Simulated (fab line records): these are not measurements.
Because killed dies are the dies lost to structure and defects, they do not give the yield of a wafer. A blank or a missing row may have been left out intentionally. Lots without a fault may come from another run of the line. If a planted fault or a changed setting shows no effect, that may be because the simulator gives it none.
2 desks looking at one fault	flow sky130	each desk has only its own numbers; what lay behind them comes last

THE TOOL OWNER'S DESK: rie_diel-01
The tool's own readings at SKY_PASSIVATION_ETCH_11 (etches the open film in CF4/O2, stops on AlCu, target depth 725 nm, time 161.1 s): means of the sampled wafers that have a number, for each lot that ran on this tool. The brackets show how far a lot's mean lies from the usual mean; more than 4 standard deviations puts the lot out of limits, marked OUT.
Columns: A = chamber_pressure_mTorr at SKY_PASSIVATION_ETCH_11, usual 150.00 mTorr; B = drypump_motor_current_A at SKY_PASSIVATION_ETCH_11, usual 5.9 A; C = oes_product_au at SKY_PASSIVATION_ETCH_11, usual 0.977 a.u.; D = run_length_s at SKY_PASSIVATION_ETCH_11, usual 189.3 s; E = throttle_valve_pct at SKY_PASSIVATION_ETCH_11, usual 5.965 %
lot	first seen here	A	B	C	D	E
L166	day 43 07:32	149.93	5.6	0.971	189.3	5.959
L171	day 44 03:19	149.91	5.9	0.974	189.3	5.958
L174	day 45 01:22	149.87	5.1	0.977	189.0	5.966
L180	day 46 03:52	149.98	5.6	0.985	185.5 (-7.4) OUT	5.968
L182	day 46 16:46	150.06	5.3	0.994	181.6 (-15) OUT	5.962
L184	day 51 22:02	149.97	4.8	0.981	188.9	5.973
This desk finds L180, L182 out of limits, L180 being first, at day 46 03:52 (run_length_s at SKY_PASSIVATION_ETCH_11). In limits: L166, L171, L174, L184.

FROM THE METROLOGY DESK
What the gauges read, lot by lot, whatever tool the lot ran on: means of the sampled wafers that have a number. The brackets show how far a lot's mean lies from the usual mean; more than 4 standard deviations puts the lot out of limits, marked OUT.
Columns: A = VIA4_OVL at SKY_VIA4_OVL_MEAS_11, usual 0.4 nm; B = VIA4_W_RS at SKY_VIA4_RS_MEAS_19, usual 0.2252 ohm/sq
lot	first seen here	A	B
L166	day 41 03:23	-0.5	0.2247
L169	day 41 17:14	1.3	0.2241
L171	day 42 02:38	-2.0	0.2286
L174	day 43 03:32	-0.8	0.2270
L180	day 44 09:23	1.4	0.2244
L182	day 45 00:41	1.8	0.2234
L183	day 50 10:01	0.9	0.2233
L184	day 50 10:32	0.5	0.2232
L187	day 50 11:18	-0.5	0.2230
L186	day 50 11:44	0.3	0.2227
Result from this desk: across the 10 lots, nothing is out of limits.

PUT TOGETHER
At day 46 03:52, on L180, L182, the tool owner's desk was in a position to raise an alarm.
Metrology desk: nothing out of limits seen.
The metrology desk has L180, L182 on record, within its limits.
All the named lots went through SKY_PASSIVATION_ETCH_11 on rie_diel-01.

WHAT THE SIMULATOR HAD PUT IN
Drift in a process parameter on rie_diel-01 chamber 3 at SKY_PASSIVATION_ETCH_11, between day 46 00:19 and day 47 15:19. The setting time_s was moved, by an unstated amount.
Struck lots among those shown: L180, L182.
Time in hours from fault onset to the first out-of-limits reading at each desk: the tool owner's desk, 4.
